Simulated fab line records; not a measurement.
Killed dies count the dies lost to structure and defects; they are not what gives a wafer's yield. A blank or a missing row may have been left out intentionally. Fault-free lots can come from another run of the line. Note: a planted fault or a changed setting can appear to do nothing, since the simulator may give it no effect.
Which of the tools did it? | flow gf180mcu | Sampling: 7 lots, 21 wafers, 2 of 602 route steps

== WHAT THE GAUGES READ, wafer by wafer ==
GF_V3_OVL_MEAS_15.
lot  | measured     | on         | V3_OVL (nm)
L185 | day 22 23:44 | overlay-01 | 1 -1 -1
L188 | day 23 22:53 | overlay-02 | 8 9 1
L190 | day 24 20:40 | overlay-02 | 9 3 6
L193 | day 25 16:50 | overlay-02 | 11 -1 8
L200 | day 27 16:52 | overlay-02 | -4 1 -3
L204 | day 29 05:16 | overlay-01 | 2 3 12
L206 | day 29 10:44 | overlay-01 | -5 -3 -4

== WHICH TOOL RAN EACH LOT (tool, then ch and the chambers of the sampled wafers, then the start) ==
lot  | GF_M3_METAL_ETCH_16
L185 | rie metal-01 ch 0,1, day 21 23:10
L188 | rie metal-02 ch 1, day 22 22:39
L190 | rie metal-04 ch 0,1, day 23 22:25
L193 | rie metal-02 ch 0, day 24 18:30
L200 | rie metal-02 ch 0,1, day 26 19:06
L204 | rie metal-02 ch 0, day 28 08:49
L206 | rie metal-04 ch 0,1, day 28 13:39
- GF_M3_METAL_ETCH_16: etches the open film in Cl2/BCl3, stops on SiO2, target depth 750.8 nm, time 125.1 s.

== THE ANSWER, worked out from the rows above alone ==
Rule: the lots themselves supply what counts as usual. The widest of any qualifying gaps counts: lots, ordered by their means at a reading, are off when they make up no more than a third of the lots, leave a main group of 4 or more, and stand apart from it by 3 or more times the standard deviation of that group's means. A main group whose means are all the same, to the digits that the tables above print for the reading, isn't used. A lot without any number at a reading at which 4 lots or more have one is off too. All remaining lots with rows at the step are treated as sound.
No lot is off on any of the readings shown, so nothing can be concluded from this.

== WHAT THE SIMULATOR HAD INSERTED ==
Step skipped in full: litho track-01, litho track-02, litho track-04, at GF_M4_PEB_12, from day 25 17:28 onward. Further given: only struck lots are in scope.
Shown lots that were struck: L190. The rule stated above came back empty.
